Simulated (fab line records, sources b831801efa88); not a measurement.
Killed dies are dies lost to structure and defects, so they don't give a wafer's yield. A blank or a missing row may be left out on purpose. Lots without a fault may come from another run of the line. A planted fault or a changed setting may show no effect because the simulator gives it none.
Chamber matching | flow sky130 | SKY_FIELD_ISO_CMP_27 on cmp-02: 4 sister chambers
The step polishes, stops on Si3N4, t overpolish 16 s, target thk 457.8 nm. 4 wafers are shown with their chamber, then 12 later ones without.

WAFERS WITH THEIR CHAMBER
wafer  | chamber | motor_current_A (A)
L090.3 | 3       | 13.8
L090.5 | 2       | 13.5
L091.3 | 1       | 12.0
L091.6 | 0       | 11.7

WAFERS WITHOUT THEIR CHAMBER
wafer  | motor_current_A (A)
L093.1 | 11.2
L093.3 | 14.6
L093.5 | 11.5
L095.1 | 13.6
L095.3 | 11.0
L095.6 | 11.7
L096.1 | 14.2
L096.3 | 11.4
L096.4 | 13.5
L097.1 | 14.6
L097.3 | 11.9
L097.4 | 13.3

WHICH CHAMBER EACH WENT THROUGH
wafer  | from the rows above     | in truth
L093.1 | can't be placed: 0 or 1 | 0
L093.3 | can't be placed: 3 or 2 | 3
L093.5 | can't be placed: 0 or 1 | 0
L095.1 | can't be placed: 2 or 3 | 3
L095.3 | can't be placed: 0 or 1 | 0
L095.6 | can't be placed: 0 or 1 | 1
L096.1 | can't be placed: 3 or 2 | 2
L096.3 | can't be placed: 0 or 1 | 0
L096.4 | can't be placed: 2 or 3 | 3
L097.1 | can't be placed: 3 or 2 | 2
L097.3 | can't be placed: 1 or 0 | 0
L097.4 | can't be placed: 2 or 3 | 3
Placed correctly: 0 of 12. Can't be placed from these rows: 12 (the true chamber is among the candidates in 12). Placed wrongly: 0.
How it was worked out, from the rows above alone: a wafer's distance from a chamber is the root of the sum, over the readings, of the square of ((its reading less the chamber's mean) divided by the reading's scatter). The wafer belongs to the nearest chamber; if the next one is less than 2 further off, it can't be placed. A chamber's mean is the mean of its shown wafers. The scatter: with one shown wafer a chamber, the root of the mean of the squares of how far each hidden wafer lies from its nearest shown one.
